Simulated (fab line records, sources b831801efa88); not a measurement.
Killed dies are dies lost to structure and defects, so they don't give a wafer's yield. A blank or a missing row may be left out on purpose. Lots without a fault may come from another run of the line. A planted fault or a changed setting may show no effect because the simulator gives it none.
A struck lot beside a sound one | flow sky130 | 22 steps out of a route of 708
Sound: wafers L261.2, L261.3, L261.4. Struck: wafers L248.1, L248.3, L248.6. The cause comes at the end.
At each step with rows: each side's tool, then ch and its chambers, then its first start. Under that, the readings that differ: sound wafers | struck wafers | difference of the means | sigmas: that difference in standard deviations of wafers without a fault.
alike: readings whose means differ by less than 2 such deviations, and words and numbers that are the same on both sides. not compared: withheld readings, readings that some wafer has no value for, bounds like >300 that may hide the same value, and numbers for which the record gives no deviation and whose values overlap.
The two part at a step that has a row with sigmas, a row that says differs or no value, or rows on one side only. Numbers that don't overlap but have no deviation are shown without sigmas and don't part them. A reading that every wafer of one side lacks parts them only if that side has two wafers or more.

SKY_POLY_GATE_THK_MEAS_21:
  sound on film_metro-04, day 22 02:05; struck on film_metro-01, day 17 03:50
  alike: POLY_GATE_OXIDATION_THK
SKY_POLY_GATE_CD_MEAS_22:
  sound on cd_sem-01, day 22 02:10; struck on cd_sem-02, day 17 03:53
  alike: cd_nm
then, 7 steps without rows for these wafers: SKY_LDD_N_DEHYDRATE_00 (time 60 s); SKY_LDD_N_HMDS_01 (prime time 60 s); SKY_LDD_N_COAT_02 (resist thk 300 nm); SKY_LDD_N_SOFTBAKE_03 (time 60 s); SKY_LDD_N_EXPOSE_04 (exposes mask NTM, target cd 840 nm); SKY_LDD_N_PEB_05; SKY_LDD_N_DEVELOP_06 (develop time 60 s).
SKY_LDD_N_OVL_MEAS_07:
  sound on overlay-02, day 23 07:59; struck on overlay-02, day 18 09:20
  alike: LDD_N_OVL
then, 2 steps without rows for these wafers: SKY_LDD_N_IMPLANT_08; SKY_LDD_N_IMPLANT_09.
SKY_LDD_N_IMPLANT_10:
  sound on implanter-04 ch 0, day 23 08:20; struck on implanter-01 ch 0, day 18 09:59
then, 5 steps without rows for these wafers: SKY_LDD_N_IMPLANT_11; SKY_LDD_N_IMPLANT_12; SKY_LDD_N_IMPLANT_13; SKY_LDD_N_IMPLANT_14; SKY_LDD_N_IMPLANT_15.
SKY_LDD_N_STRIP_16: strips in O2/N2.
  sound on plasma_asher-02 ch 0,1, day 23 09:13; struck on plasma_asher-03 ch 0,1, day 18 10:53
  reading                      | sound             | struck            | difference | sigmas
  strip_time_to_endpoint_s (s) | 4.311 4.320 4.302 | 4.505 4.527 4.513 | +0.204     | +13
  alike: drypump_motor_current_A, oes_product_au
  not compared: rf_hours_counter_h
SKY_LDD_N_TW_MEAS_17:
  sound on film_metro-04, day 23 09:20; struck on film_metro-02, day 18 10:59
  reading  | sound          | struck         | difference | sigmas
  LDD_N_TW | 2603 2593 2577 | 2718 2707 2710 | +121       | +4
then, 1 step without rows for these wafers: SKY_LDD_P_DEHYDRATE_00 (time 60 s).
-- the record jumps here: 28 days lie between the struck wafers' starts before and after (it left off in module LDD_P and takes up again in module PAD_OPEN, whose first step shown is number 708 of the route) --
SKY_PAD_OPEN_PROBE_99:
  sound on prober-02, day 49 04:37; struck on prober-01, day 46 07:58
  reading                                    | sound                | struck               | difference | sigmas
  model.etest.tip_n.rs_ohm_sq                | 449.5 453.2 450.1    | 394.5 390.8 389.5    | -59.3      |
  model.etest.nfet_01v8_swapped.vt_sat_v (V) | 0.6612 0.6626 0.6744 | 0.6561 0.6503 0.6501 | -0.0139    |
  model.etest.nfet_01v8_turned.vt_sat_v (V)  | 0.6692 0.6605 0.672  | 0.6567 0.6504 0.6504 | -0.0147    |
  alike: killed_at_M0_to_M3, killed_at_M4_up, killed_at_contacts, killed_at_front_end, killed_at_other, killed_dies, killed_open, killed_short
  not compared: model.etest.nfet_01v8_lvt.vt_v

WHERE THEY PART
First at SKY_LDD_N_STRIP_16; last, within this record, at SKY_LDD_N_TW_MEAS_17. Later steps at which nothing parts them and some readings are alike: SKY_PAD_OPEN_PROBE_99.

WHY: what the simulator had put in
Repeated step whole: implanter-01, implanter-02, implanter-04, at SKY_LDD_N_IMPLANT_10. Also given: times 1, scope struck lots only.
